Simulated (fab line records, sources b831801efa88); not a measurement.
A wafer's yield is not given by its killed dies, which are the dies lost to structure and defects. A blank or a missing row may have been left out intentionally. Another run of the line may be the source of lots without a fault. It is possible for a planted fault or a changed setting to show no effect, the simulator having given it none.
Which of the tools did it? | flow gf180mcu | 12 lots, 36 wafers sampled, at 4 steps of a route of 602

## WHAT THE GAUGES READ, wafer by wafer
GF_HV_LDD_TW_MEAS_38.
lot  | measured     | on            | HV_LDD_3_TW
L770 | day 12 04:38 | film_metro-03 | 1454 1454 1446
L772 | day 12 22:46 | film_metro-04 | 1432 1439 1438
L774 | day 13 04:44 | film_metro-04 | 1425 1432 1425
L775 | day 13 11:35 | film_metro-04 | 1425 1429 1423
L778 | day 14 12:05 | film_metro-03 | 1438 1437 1438
L780 | day 15 04:39 | film_metro-01 | 1430 1430 1433
L781 | day 15 13:26 | film_metro-01 | 1412 1404 1404
L782 | day 15 16:47 | film_metro-04 | 1401 1392 1405
L785 | day 16 20:35 | film_metro-01 | 1405 1408 1412
L790 | day 18 07:37 | film_metro-03 | 1448 1443 1437
L791 | day 18 16:36 | film_metro-01 | 1444 1439 1452
L792 | day 19 00:58 | film_metro-04 | 1427 1431 1429

GF_HV_LDD_RS_MEAS_53: the measuring method here is four-point-probe.
lot  | measured     | on            | HV_LDD_RS (ohm/sq)
L770 | day 13 01:27 | film_metro-04 | 419.4 419.0 419.8
L772 | day 13 18:34 | film_metro-01 | 419.4 420.1 421.2
L774 | day 14 01:38 | film_metro-04 | 417.5 417.8 417.8
L775 | day 14 08:46 | film_metro-03 | 418.1 418.3 417.6
L778 | day 15 09:42 | film_metro-01 | 420.3 418.9 419.4
L780 | day 16 03:05 | film_metro-03 | 418.7 418.3 419.3
L781 | day 16 12:16 | film_metro-04 | 423.0 424.0 422.4
L782 | day 16 15:18 | film_metro-01 | 424.1 423.4 422.8
L785 | day 17 19:25 | film_metro-01 | 424.6 425.1 424.4
L790 | day 19 08:16 | film_metro-01 | 416.8 417.8 416.8
L791 | day 19 17:49 | film_metro-04 | 418.6 418.1 418.8
L792 | day 20 01:22 | film_metro-04 | 418.7 419.3 418.4

GF_NSD_TW_MEAS_12.
lot  | measured     | on            | NSD_TW
L770 | day 14 00:55 | film_metro-02 | 4213 4216 4196
L772 | day 14 19:54 | film_metro-02 | 4223 4221 4203
L774 | day 15 02:08 | film_metro-04 | 4270 4247 4261
L775 | day 15 10:22 | film_metro-02 | 4175 4194 4188
L778 | day 16 11:04 | film_metro-04 | 4261 4275 4254
L780 | day 17 04:22 | film_metro-02 | 4222 4235 4216
L781 | day 17 14:05 | film_metro-02 | 4225 4239 4229
L782 | day 17 17:34 | film_metro-02 | 4211 4210 4212
L785 | day 18 21:46 | film_metro-02 | 4229 4218 4224
L790 | day 20 11:33 | film_metro-02 | 4211 4226 4171
L791 | day 20 20:40 | film_metro-04 | 4227 4249 4244
L792 | day 21 05:58 | film_metro-02 | 4212 4220 4216

## WHICH TOOL RAN EACH LOT (tool, then ch and the chambers of the sampled wafers, then the start)
lot  | GF_HV_LDD_IMPLANT_36
L770 | implanter-03 ch 0, day 12 04:23
L772 | implanter-03 ch 0, day 12 22:34
L774 | implanter-02 ch 0, day 13 04:31
L775 | implanter-04 ch 0, day 13 11:20
L778 | implanter-02 ch 0, day 14 11:50
L780 | implanter-02 ch 0, day 15 04:25
L781 | implanter-02 ch 0, day 15 13:13
L782 | implanter-02 ch 0, day 15 16:32
L785 | implanter-02 ch 0, day 16 20:20
L790 | implanter-03 ch 0, day 18 07:25
L791 | implanter-04 ch 0, day 18 16:22
L792 | implanter-03 ch 0, day 19 00:43
- GF_HV_LDD_IMPLANT_36

## AS READ BY THE TOOLS THEMSELVES (means over the sampled wafers that have a number; for cases with no such wafer, the mark the record gives instead)
GF_HV_LDD_IMPLANT_36.
lot  | tool         | beam_on_s (s) | dose_ions_cm2 | faraday_current_uA | rotation_deg (degrees)
L770 | implanter-03 | 10.22         | 7.497e+12     | 41.5               | 269.99
L772 | implanter-03 | 9.93          | 7.512e+12     | 42.5               | 269.98
L774 | implanter-02 | 10.05         | 7.498e+12     | 42.1               | 270.05
L775 | implanter-04 | 9.99          | 7.498e+12     | 42.3               | 269.98
L778 | implanter-02 | 10.15         | 7.502e+12     | 41.6               | 270.00
L780 | implanter-02 | 10.15         | 7.510e+12     | 41.8               | 269.98
L781 | implanter-02 | 10.02         | 5.619e+12     | 31.5               | 270.03
L782 | implanter-02 | 9.98          | 5.598e+12     | 31.6               | 270.02
L785 | implanter-02 | 9.99          | 5.620e+12     | 31.8               | 269.98
L790 | implanter-03 | 10.03         | 7.489e+12     | 42.1               | 270.01
L791 | implanter-04 | 10.22         | 7.501e+12     | 41.4               | 270.00
L792 | implanter-03 | 9.84          | 7.498e+12     | 42.8               | 269.98

## THE ANSWER, worked out from the rows above alone
Rule: the lots themselves supply what counts as usual. Put in order of their means at a reading, lots are off if they are a third of the lots or fewer, leave a main group of 4 or more, and stand apart from it by a gap of 3 or more times the standard deviation of the main group's means; of several such gaps the widest counts. Not used: any main group whose means are identical at the precision the tables above print for the reading. A lot without any number at a reading at which 4 lots or more have one is off too. All remaining lots with rows at the step are treated as sound. After the gauges, taken in route order, come the tools' own readings; for these a lot's mean is taken, as printed above. The first step at which some lot is off is used, and at that step the reading that is off furthest; a lot without a number counts as furthest.
Off: L781, L782, L785, at GF_HV_LDD_RS_MEAS_53 (HV_LDD_RS). Mean 418.7 ohm/sq and standard deviation 0.91 in the main group.
If a tool, at a process step before that reading, ran all the lots that are off and no sound lot after the first of them, it fits. Not tried: the gauges at GF_HV_LDD_RS_MEAS_53; whatever is off there is also off at GF_HV_LDD_IMPLANT_36, on other tools, and gauge error can't account for it. One fits: GF_HV_LDD_IMPLANT_36 on implanter-02. A fault onset in the window from L780 (day 15 04:25, its last sound lot) to L781 (day 15 13:13, its first lot off) fits.
The tool's own readings at GF_HV_LDD_IMPLANT_36 bear it out: on the lots that are off they differ by more than 5 times the standard deviation of the sound lots' means. dose_ions_cm2 reads 5.612e+12 there against 7.501e+12 on the sound lots; faraday_current_uA reads 31.6 there against 42.0 on the sound lots.

## WHAT THE SIMULATOR HAD INSERTED
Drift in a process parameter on implanter-02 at GF_HV_LDD_IMPLANT_36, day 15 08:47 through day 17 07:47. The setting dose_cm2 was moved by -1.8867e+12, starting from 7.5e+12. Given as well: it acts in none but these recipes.
Struck lots among those shown: L781, L782, L785. This agrees with what the rule above found.
